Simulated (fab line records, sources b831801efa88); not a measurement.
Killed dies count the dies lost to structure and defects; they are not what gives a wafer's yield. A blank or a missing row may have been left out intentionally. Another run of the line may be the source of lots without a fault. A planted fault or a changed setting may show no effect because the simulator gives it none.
Matching of chambers | flow gf180mcu | cmp-02 running GF_V2_CMP_26: 4 sister chambers
The step polishes, stops on SiO2, t overpolish 15 s, target thk 0 nm. 14 wafers are shown with their chamber, then 7 later ones without.

== WAFERS PAIRED WITH THEIR CHAMBERS ==
wafer  | chamber | motor_current_A (A) | time_to_endpoint_s (s) | overpolish_run_s (s)
L646.2 | 2       | 12.1                | 85                     | 14.984
L646.5 | 2       | 11.6                | 86                     | 14.997
L646.6 | 3       | 9.9                 | 91                     | 15.004
L647.1 | 3       | 10.1                | 86                     | 14.992
L647.3 | 1       | 10.3                | 83                     | 14.986
L647.4 | 0       | 12.6                | 82                     | 14.997
L648.1 | 1       | 10.3                | 81                     | 14.991
L648.3 | 3       | 10.0                | 87                     | 15.000
L648.5 | 0       | 12.9                | 80                     | 15.002
L649.3 | 0       | 12.5                | 81                     | 15.007
L649.5 | 0       | 12.8                | 79                     | 15.003
L649.6 | 3       | 10.0                | 86                     | 14.990
L650.1 | 3       | 10.0                | 88                     | 15.017
L650.4 | 2       | 10.9                | 83                     | 14.992

SIGNATURES (means of the wafers above)
reading            | chamber 0 | chamber 1 | chamber 2 | chamber 3 | scatter within a chamber
motor_current_A    | 12.700    | 10.300    | 11.533    | 10.000    | 0.291
time_to_endpoint_s | 80.50     | 82.00     | 84.67     | 87.60     | 1.7
overpolish_run_s   | 15.00225  | 14.98850  | 14.99100  | 15.00060  | 0.00785
Rule: for each reading, subtract the chamber's mean from the wafer's reading, divide by that reading's scatter and square the result; add these up over the readings and take the root, which gives the wafer's distance from the chamber. The wafer belongs to the nearest chamber; if the next one is less than 2 further off, it can't be placed. The scatter: take each reading less its chamber's mean, square it, sum over the shown wafers, divide by the number of wafers less the number of chambers, and take the root.

== WAFERS WHOSE CHAMBER IS MISSING ==
wafer  | motor_current_A (A) | time_to_endpoint_s (s) | overpolish_run_s (s)
L650.6 | 9.9                 | 86                     | 14.992
L659.1 | 12.9                | 84                     | 15.009
L659.2 | 10.4                | 86                     | 15.005
L659.3 | 11.8                | 82                     | 15.004
L660.2 | 12.2                | 88                     | 14.994
L660.3 | 11.4                | 88                     | 14.986
L660.4 | 10.3                | 89                     | 15.010

== WHICH CHAMBER EACH ONE RAN IN ==
wafer  | from the rows above     | in truth
L650.6 | can't be placed: 3 or 1 | 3
L659.1 | 0                       | 0
L659.2 | can't be placed: 3 or 1 | 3
L659.3 | can't be placed: 2 or 0 | 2
L660.2 | can't be placed: 2 or 0 | 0
L660.3 | 2                       | 2
L660.4 | 3                       | 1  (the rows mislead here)
Placed correctly: 2 of 7. These rows do not allow placing 4 (true chamber among the candidates in 4). Placed wrongly: 1.
